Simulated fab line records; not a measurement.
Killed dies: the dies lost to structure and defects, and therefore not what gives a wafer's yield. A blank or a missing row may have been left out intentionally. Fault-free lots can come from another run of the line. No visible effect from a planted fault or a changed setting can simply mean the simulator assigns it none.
Code-filled problem report in 8D (eight disciplines) form + flow sky130 + the parts of the form that need people (team, actions taken, sign-off) are left out

## 1. WHAT IS WRONG
developer_temp_C at SKY_POLY_GATE_DEVELOP_12 reads a mean of 19.05 C on 6 wafers of 2 lots; wafers without a fault read 20.99 C with a standard deviation of 0.11. That puts it -18 standard deviations away from the usual mean.
The step: develop time 60 s.
The first sign was on wafer L815.1 at day 24 00:00, on litho_track-02. Wafers with a number at this step in the record: 18, from 6 lots. Rule for "out" (also "out of limits"): further than 4 standard deviations from the usual mean. Any other wafer with a number is counted as sound.

## 2. WHAT IT IS, WHAT IT ISN'T
| question                    | is                     | is not                       |
|-----------------------------|------------------------|------------------------------|
| which readings at this step | developer_temp_C       | -                            |
| which lots                  | L815, L817             | L800, L803, L807, L811       |
| which wafers of those lots  | all that have a number | -                            |
| read on which tools         | litho_track-02         | litho_track-04               |
| when                        | from day 24 00:00      | up to then (12 sound wafers) |

## 3. WHAT RULES OUT EACH SUSPECT
Counting: a tool stays on the suspect list if, at a process step up to the reading, it processed all lots that are out and no sound lot following the first of them.
- litho_track-02 at SKY_POLY_GATE_DEVELOP_12 (develop time 60 s): kept. Every lot that is out went through it, starting with L815 (day 24 00:00), and after that it ran no sound lot; the last sound lot it ran before then is L807 (day 20 23:00). Out on those wafers are its own readings of developer_temp_C.
Remaining after the count: litho_track-02 at SKY_POLY_GATE_DEVELOP_12.

## 4. THE CAUSE (what the simulator had put in)
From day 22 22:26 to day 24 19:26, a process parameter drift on litho_track-02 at SKY_POLY_GATE_DEVELOP_12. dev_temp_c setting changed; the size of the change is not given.
Counting left only this tool.

## 5. THE CHAIN OF EFFECTS, in route order
Rows list readings where the struck wafers' mean (over those with a number) sits beyond 3 standard deviations from the usual. Only readings whose record carries a usual standard deviation are examined. hours: median over the lots of the time between each lot's start at the first step of this table that gives one and its start at this step. sigmas: the change, counted in usual standard deviations.
| hours | step                     | reading          | usual   | on struck wafers | change | sigmas |
|-------|--------------------------|------------------|---------|------------------|--------|--------|
| 0     | SKY_POLY_GATE_DEVELOP_12 | developer_temp_C | 20.99 C | 19.05            | -1.94  | -18    |
The process steps in it:
- SKY_POLY_GATE_DEVELOP_12: develop time 60 s.
At these later measuring or inspecting steps, every struck wafer for which the step has a row has a number for every such reading, and none has moved that far: SKY_POLY_GATE_CD_MEAS_13.

## 6. HOW IT WOULD HAVE BEEN CAUGHT EARLIER
In this record no reading fell out of limits until day 24 00:00, 26 hours after the fault had begun at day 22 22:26.
